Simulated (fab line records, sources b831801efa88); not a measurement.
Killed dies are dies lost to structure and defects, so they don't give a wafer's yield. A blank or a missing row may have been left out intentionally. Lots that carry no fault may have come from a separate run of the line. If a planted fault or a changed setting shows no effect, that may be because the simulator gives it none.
Which tool was responsible? | flow sky130 | 10 lots, 30 wafers sampled, at 4 steps of a route of 708

== WHAT THE GAUGES SHOWED, per wafer ==
SKY_LI_CONTACT_RS_MEAS_22: uses a four-point probe to measure. Usual: for LI_CONTACT_W_RS the level is 0.284 ohm/sq and the standard deviation is 0.0032.
lot  | measured     | on           | LI_CONTACT_W_RS (ohm/sq) | flag
L626 | day 29 15:11 | filmMetro-01 | 0.288 0.287 0.282        | 
L628 | day 30 08:38 | filmMetro-01 | 0.282 0.285 0.283        | 
L631 | day 30 23:34 | filmMetro-02 | 0.279 0.283 0.284        | 
L632 | day 31 07:44 | filmMetro-04 | 0.289 0.287 0.286        | 
L633 | day 31 19:16 | filmMetro-02 | 0.284 0.289 0.283        | 
L636 | day 32 19:05 | filmMetro-02 | 0.283 0.286 0.286        | 
L637 | day 32 22:17 | filmMetro-02 | 0.285 0.284 0.287        | 
L639 | day 34 01:17 | filmMetro-01 | 0.281 0.189 0.187        | OFF
L643 | day 35 08:52 | filmMetro-01 | 0.284 0.278 0.287        | 
L648 | day 36 16:07 | filmMetro-01 | 0.283 0.283 0.279        | 

SKY_LI_CONTACT_THK_MEAS_23: measures by xrf. Usual: for LI_CONTACT_W_THK the level is 382 nm and the standard deviation is 8.
lot  | measured     | on           | LI_CONTACT_W_THK (nm) | flag
L626 | day 29 15:16 | filmMetro-01 | 370 373 378           | 
L628 | day 30 08:46 | filmMetro-01 | 378 372 379           | 
L631 | day 30 23:40 | filmMetro-02 | 394 387 384           | 
L632 | day 31 07:52 | filmMetro-04 | 382 384 390           | 
L633 | day 31 19:23 | filmMetro-02 | 387 381 387           | 
L636 | day 32 19:12 | filmMetro-02 | 385 384 383           | 
L637 | day 32 22:24 | filmMetro-02 | 385 385 382           | 
L639 | day 34 01:25 | filmMetro-01 | 374 526 529           | OFF
L643 | day 35 08:59 | filmMetro-01 | 383 388 374           | 
L648 | day 36 16:14 | filmMetro-01 | 374 372 377           | 

== TOOL THAT RAN EACH LOT (tool first, then ch and the chambers of the sampled wafers, then the start) ==
lot  | SKY_LI_CONTACT_CMP_02         | SKY_LI_CONTACT_CVD_21
L626 | cmp-02 ch 1,2,3, day 28 09:35 | cvdW-02 ch 0,1, day 29 15:02
L628 | cmp-01 ch 0,2,3, day 29 03:42 | cvdW-01 ch 0,1, day 30 08:31
L631 | cmp-02 ch 2,3, day 29 18:13   | cvdW-01 ch 0,1, day 30 23:26
L632 | cmp-01 ch 0,1,2, day 30 03:39 | cvdW-01 ch 0,1, day 31 07:37
L633 | cmp-01 ch 0,1, day 30 16:06   | cvdW-02 ch 0,1, day 31 19:08
L636 | cmp-02 ch 1,3, day 31 15:00   | cvdW-01 ch 0,1, day 32 18:57
L637 | cmp-01 ch 0,2, day 31 17:53   | cvdW-01 ch 0,1, day 32 22:10
L639 | cmp-02 ch 0,2,3, day 32 21:50 | cvdW-01 ch 0,1, day 34 01:10
L643 | cmp-01 ch 0,1,3, day 34 06:06 | cvdW-02 ch 0,1, day 35 08:44
L648 | cmp-02 ch 0,2,3, day 35 13:12 | cvdW-02 ch 0, day 36 15:59
- SKY_LI_CONTACT_CMP_02: polishes PSG.
- SKY_LI_CONTACT_CVD_21: deposits W, target thk 400 nm, time 120.56 s.

== WHAT THE TOOLS THEMSELVES READ (means of the sampled wafers that have a number; where no wafer has one, the mark that the record gives instead) ==
SKY_LI_CONTACT_CMP_02. Usual: edgeZonePressureFrac 1.001, standard deviation 0.0051; motorCurrentA 12.6 A, standard deviation 1.1; timeToEndpointS 31.4 s, standard deviation 2.1.
lot  | tool   | edgeZonePressureFrac | motorCurrentA (A) | timeToEndpointS (s) | flag
L626 | cmp-02 | 1.000                | 12.3              | 34.3                | 
L628 | cmp-01 | 0.996                | 13.2              | 33.9                | 
L631 | cmp-02 | 1.005                | 13.1              | 29.2                | 
L632 | cmp-01 | 1.001                | 13.5              | 31.2                | 
L633 | cmp-01 | 1.002                | 12.9              | 30.4                | 
L636 | cmp-02 | 1.003                | 12.6              | 31.8                | 
L637 | cmp-01 | 0.996                | 14.1              | 35.7                | 
L639 | cmp-02 | 0.999                | 11.7              | 29.9                | 
L643 | cmp-01 | 1.000                | 12.9              | 31.6                | 
L648 | cmp-02 | 0.999                | 11.6              | 30.7                | 

SKY_LI_CONTACT_CVD_21. Usual: heaterPowerW 865 W, standard deviation 19; susceptorTempC 399.99 C, standard deviation 0.22.
lot  | tool    | heaterPowerW (W) | susceptorTempC (C) | flag
L626 | cvdW-02 | 879              | 399.85             | 
L628 | cvdW-01 | 845              | 399.86             | 
L631 | cvdW-01 | 855              | 400.10             | 
L632 | cvdW-01 | 852              | 400.23             | 
L633 | cvdW-02 | 888              | 399.89             | 
L636 | cvdW-01 | 850              | 400.07             | 
L637 | cvdW-01 | 846              | 399.78             | 
L639 | cvdW-01 | 867              | 400.03             | 
L643 | cvdW-02 | 885              | 399.77             | 
L648 | cvdW-02 | 878              | 400.14             | 

== THE ANSWER, worked out from the rows above alone ==
Rule: a lot counts as off when the mean over its wafers that have a number is more than 3 standard deviations away from the usual mean. A lot without any number at a reading at which 4 lots or more have one is off too. All remaining lots with rows at the step are treated as sound. After the gauges, taken in route order, come the tools' own readings; for these a lot's mean is taken, as printed above. The first step at which some lot is off is used, and at that step the reading that is off furthest; a lot without a number counts as furthest.
Off: at SKY_LI_CONTACT_RS_MEAS_22 (LI_CONTACT_W_RS), L639.
A tool fits if, at a process step before that reading, it ran every lot that is off, and no sound lot after the first of them. Gauges at SKY_LI_CONTACT_RS_MEAS_22: tried the same way as those tools. One fits: cvdW-01 at SKY_LI_CONTACT_CVD_21. Its last sound lot is L637 (day 32 22:10), its first lot that is off L639 (day 34 01:10): a fault that began between those two fits.

== WHAT THE SIMULATOR PUT IN ==
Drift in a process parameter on cvdW-01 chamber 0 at SKY_LI_CONTACT_CVD_21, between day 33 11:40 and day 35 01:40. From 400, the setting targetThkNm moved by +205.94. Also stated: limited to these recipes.
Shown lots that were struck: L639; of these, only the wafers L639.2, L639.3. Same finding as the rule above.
